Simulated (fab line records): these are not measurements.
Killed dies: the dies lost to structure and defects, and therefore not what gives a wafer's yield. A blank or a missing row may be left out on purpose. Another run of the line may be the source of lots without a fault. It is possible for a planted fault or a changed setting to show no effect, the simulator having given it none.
Which tool is to blame? :: flow sky130 :: 18 wafers sampled from 6 lots at 1 step of a route of 708

== WHAT THE GAUGES SHOWED, per wafer ==
SKY_VIA1_THK_MEAS_23: measures by xrf.
lot: L934
measured: day 36 09:46
on: film metro-04
VIA1_W_THK (nm): 266 275 265

lot: L936
measured: day 38 01:37
on: film metro-04
VIA1_W_THK (nm): 272 276 271

lot: L938
measured: day 38 06:31
on: film metro-04
VIA1_W_THK (nm): 265 272 275

lot: L941
measured: day 38 14:23
on: film metro-04
VIA1_W_THK (nm): 261 269 271

lot: L948
measured: day 40 03:26
on: film metro-04
VIA1_W_THK (nm): 268 260 266

lot: L950
measured: day 40 18:56
on: film metro-04
VIA1_W_THK (nm): 267 267 272

== WHICH TOOL RAN EACH LOT (tool, then ch and the chambers of the sampled wafers, then the start) ==
No process step before these readings appears in the record.

== THE ANSWER, worked out from the rows above alone ==
Rule: what is usual is taken from the lots themselves. Put in order of their means at a reading, lots are off if they are a third of the lots or fewer, leave a main group of 4 or more, and stand apart from it by a gap of 3 or more times the standard deviation of the main group's means; of several such gaps the widest counts. The tables above print the reading to a certain number of digits; a main group whose means all agree to those digits is not used. A lot without any number at a reading at which 4 lots or more have one is off too. Where the step has rows for the other lots, those lots are counted as sound.
No lot is off at any reading shown: from this, nothing can be told.

== WHAT HAD BEEN PUT IN BY THE SIMULATOR ==
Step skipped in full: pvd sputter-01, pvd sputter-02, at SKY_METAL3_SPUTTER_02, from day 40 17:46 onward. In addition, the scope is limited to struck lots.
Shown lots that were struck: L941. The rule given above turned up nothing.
